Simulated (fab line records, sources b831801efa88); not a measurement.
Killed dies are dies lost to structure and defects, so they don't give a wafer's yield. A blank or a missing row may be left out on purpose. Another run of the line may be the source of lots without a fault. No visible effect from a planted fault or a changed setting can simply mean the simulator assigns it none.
Shared-tool check + flow gf180mcu + 9 lots, 27 wafers sampled

## THE REASON FOR OPENING IT
3 of 9 lots carry a flag on the reading VT_IMPLANT_TW at GF_VT_IMPLANT_TW_MEAS_10. No-fault wafers: 561, standard deviation 5.1.
Rule: flag the lot when none of its wafers has a number, or when each of its wafers that has one lies beyond 4 standard deviations from that mean. The other lots count as sound.

| lot  | measured    | on            | VT_IMPLANT_TW, wafer by wafer | flag    |
|------|-------------|---------------|-------------------------------|---------|
| L424 | day 5 14:46 | film metro-03 | 556 557 555                   |         |
| L425 | day 5 20:53 | film metro-02 | 567 570 568                   |         |
| L426 | day 6 02:08 | film metro-03 | 557 553 555                   |         |
| L427 | day 6 07:14 | film metro-03 | 554 550 556                   |         |
| L428 | day 6 17:50 | film metro-01 | 558 555 554                   |         |
| L434 | day 8 08:08 | film metro-01 | 559 561 560                   |         |
| L436 | day 8 19:11 | film metro-03 | 914 916 915                   | FLAGGED |
| L437 | day 8 23:05 | film metro-01 | 922 922 924                   | FLAGGED |
| L438 | day 9 04:50 | film metro-03 | 919 918 920                   | FLAGGED |
The numbers of the flagged lots are 919 on average: +358 against the usual, or +70 standard deviations.

## WHICH TOOL EACH LOT WENT THROUGH
The record holds 1 process step before the reading, out of a route of 602 steps. Read each cell as the tool, then ch plus the chambers that the sampled wafers visited, then the start.
| lot  | flag    | GF_VT_IMPLANT_IMPLANT_08       |
|------|---------|--------------------------------|
| L424 |         | implanter-04 ch 0, day 5 14:31 |
| L425 |         | implanter-01 ch 0, day 5 20:38 |
| L426 |         | implanter-04 ch 0, day 6 01:53 |
| L427 |         | implanter-02 ch 0, day 6 06:59 |
| L428 |         | implanter-01 ch 0, day 6 17:35 |
| L434 |         | implanter-02 ch 0, day 8 07:53 |
| L436 | FLAGGED | implanter-04 ch 0, day 8 18:56 |
| L437 | FLAGGED | implanter-01 ch 0, day 8 22:50 |
| L438 | FLAGGED | implanter-02 ch 0, day 9 04:36 |
What these steps do:
- GF_VT_IMPLANT_IMPLANT_08
- GF_VT_IMPLANT_TW_MEAS_10

## FLAGGED OVER TOTAL, TOOL BY TOOL (the gauges that took the reading come last)
| step                     | tool          | lots run | flagged | share of the flagged lots | sound lots run after its first flagged lot |
|--------------------------|---------------|----------|---------|---------------------------|--------------------------------------------|
| GF_VT_IMPLANT_IMPLANT_08 | implanter-01  | 3        | 1       | some                      | 0                                          |
| GF_VT_IMPLANT_IMPLANT_08 | implanter-02  | 3        | 1       | some                      | 0                                          |
| GF_VT_IMPLANT_IMPLANT_08 | implanter-04  | 3        | 1       | some                      | 0                                          |
| GF_VT_IMPLANT_TW_MEAS_10 | film metro-01 | 3        | 1       | some                      | 0                                          |
| GF_VT_IMPLANT_TW_MEAS_10 | film metro-02 | 1        | 0       | none                      | -                                          |
| GF_VT_IMPLANT_TW_MEAS_10 | film metro-03 | 5        | 2       | some                      | 0                                          |

## WHAT THE TABLE PERMITS
No row of the table ran every flagged lot.

## WHAT WAS PUT IN BY THE SIMULATOR
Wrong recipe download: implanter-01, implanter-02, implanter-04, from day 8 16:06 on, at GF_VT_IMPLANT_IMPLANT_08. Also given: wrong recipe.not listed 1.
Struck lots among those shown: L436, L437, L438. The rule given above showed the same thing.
